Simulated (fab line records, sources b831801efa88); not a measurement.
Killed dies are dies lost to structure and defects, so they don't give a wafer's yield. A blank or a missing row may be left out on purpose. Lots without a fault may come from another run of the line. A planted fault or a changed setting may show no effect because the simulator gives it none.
One fault seen from 2 desks | flow sky130 | each desk has only its own numbers; what lay behind them comes last

THE METROLOGY DESK
What the gauges read, lot by lot, whatever tool the lot ran on: means of the sampled wafers that have a number. A lot is out of limits, marked OUT, if its mean lies more than 4 standard deviations from the usual mean; the brackets give that distance.
Columns: A = SD_N_RS at SKY_SD_N_RS_MEAS_16, usual 68.57 ohm/sq; B = LI_CONTACT_HDPCVD_THK at SKY_LI_CONTACT_THK_MEAS_01, usual 938 nm
lot  | first seen here | A     | B
L543 | day 28 04:33    | 68.45 | 939
L544 | day 28 14:25    | 68.67 | 999 (+6.4) OUT
L546 | day 29 05:08    | 68.52 | 1004 (+6.9) OUT
L554 | day 32 00:14    | 68.50 | 942
L555 | day 32 18:50    | 68.68 | 947
L558 | day 33 03:50    | 68.61 | 950
L559 | day 33 08:06    | 68.63 | 945
L560 | day 33 19:05    | 68.47 | 938
L562 | day 34 13:13    | 68.58 | 948
L563 | day 34 15:50    | 68.56 | 946
L564 | day 34 23:49    | 68.65 | 937
This desk's finding: out of limits on L544, L546; first on L544, day 28 14:53 (LI_CONTACT_HDPCVD_THK at SKY_LI_CONTACT_THK_MEAS_01). In limits: L543, L554, L555, L558, L559, L560, L562, L563, L564.

THE TOOL OWNER'S DESK: hdpcvd-01
The tool's own readings at SKY_LI_CONTACT_HDPCVD_00 (deposits PSG, target thk 930 nm, time 155 s): means of the sampled wafers that have a number, for each lot that ran on this tool. A lot is out of limits, marked OUT, if its mean lies more than 4 standard deviations from the usual mean; the brackets give that distance.
Columns: A = run_length_s at SKY_LI_CONTACT_HDPCVD_00, usual 182.7 s
lot  | first seen here | A
L543 | day 28 04:55    | 182.7
L544 | day 28 14:46    | 194.2 (+20) OUT
L546 | day 29 05:31    | 194.3 (+20) OUT
L554 | day 32 00:37    | 182.4
L559 | day 33 08:28    | 182.6
L560 | day 33 19:28    | 183.0
L562 | day 34 13:34    | 182.9
L564 | day 35 00:10    | 182.7
This desk's finding: out of limits on L544, L546; first on L544, day 28 14:46 (run_length_s at SKY_LI_CONTACT_HDPCVD_00). In limits: L543, L554, L559, L560, L562, L564.

PUT TOGETHER
The tool owner's desk could have raised an alarm at day 28 14:46, on L544, L546.
The metrology desk could have raised an alarm at day 28 14:53, on L544, L546.
Of the lots named, all ran SKY_LI_CONTACT_HDPCVD_00 on hdpcvd-01.

WHAT THE SIMULATOR HAD PUT IN
Process parameter drift: hdpcvd-01, from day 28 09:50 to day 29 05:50, at SKY_LI_CONTACT_HDPCVD_00. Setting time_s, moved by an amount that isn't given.
Lots struck among those shown: L544, L546.
Hours from the fault's start to each desk's first reading out of limits: the tool owner's desk, 5; the metrology desk, 5.
